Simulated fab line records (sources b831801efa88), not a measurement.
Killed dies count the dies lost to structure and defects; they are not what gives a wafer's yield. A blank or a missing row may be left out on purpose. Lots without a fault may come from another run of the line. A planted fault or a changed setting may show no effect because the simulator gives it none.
Chamber matching | flow gf180mcu | 4 sister chambers for GF_V1_CMP_04 on cmp-02
The step polishes SiO2. 8 wafers are shown with their chamber, then 7 later ones without.

== WAFERS, EACH WITH ITS CHAMBER ==
wafer  | chamber | motor current A (A) | time to endpoint s (s)
L375.1 | 0       | 11.3                | 74
L383.3 | 1       | 11.4                | 70
L383.4 | 0       | 11.5                | 75
L385.1 | 1       | 11.5                | 67
L385.3 | 3       | 10.4                | 81
L385.6 | 2       | 11.0                | 82
L392.2 | 3       | 10.6                | 85
L392.4 | 2       | 10.6                | 80

== WAFERS WITHOUT THEIR CHAMBER ==
wafer  | motor current A (A) | time to endpoint s (s)
L392.6 | 11.1                | 89
L394.1 | 11.1                | 70
L394.4 | 11.3                | 78
L394.5 | 11.8                | 76
L395.2 | 12.1                | 67
L395.3 | 10.6                | 81
L395.6 | 10.8                | 75

== WHICH CHAMBER EACH ONE RAN IN ==
wafer  | from the rows above               | in truth
L392.6 | can't be placed: 2 or 3           | 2
L394.1 | can't be placed: 1 or 0           | 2
L394.4 | can't be placed: 0 or 2           | 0
L394.5 | can't be placed: 0 or 1           | 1
L395.2 | can't be placed: 1 or 0           | 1
L395.3 | can't be placed: 2 or 3           | 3
L395.6 | can't be placed: 2 or 0 or 3 or 1 | 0
Correctly placed: 0 of 7. Cannot be placed on the basis of these rows: 7; the candidates contain the true chamber in 6. Number placed wrongly: 0.
How it was worked out, from the rows above alone: a wafer's distance from a chamber is the root of the sum, over the readings, of the square of ((its reading less the chamber's mean) divided by the reading's scatter). The wafer belongs to the nearest chamber; if the next one is less than 2 further off, it can't be placed. Each chamber's mean is taken over the wafers shown for it. The scatter: take each reading less its chamber's mean, square it, sum over the shown wafers, divide by the number of wafers less the number of chambers, and take the root.
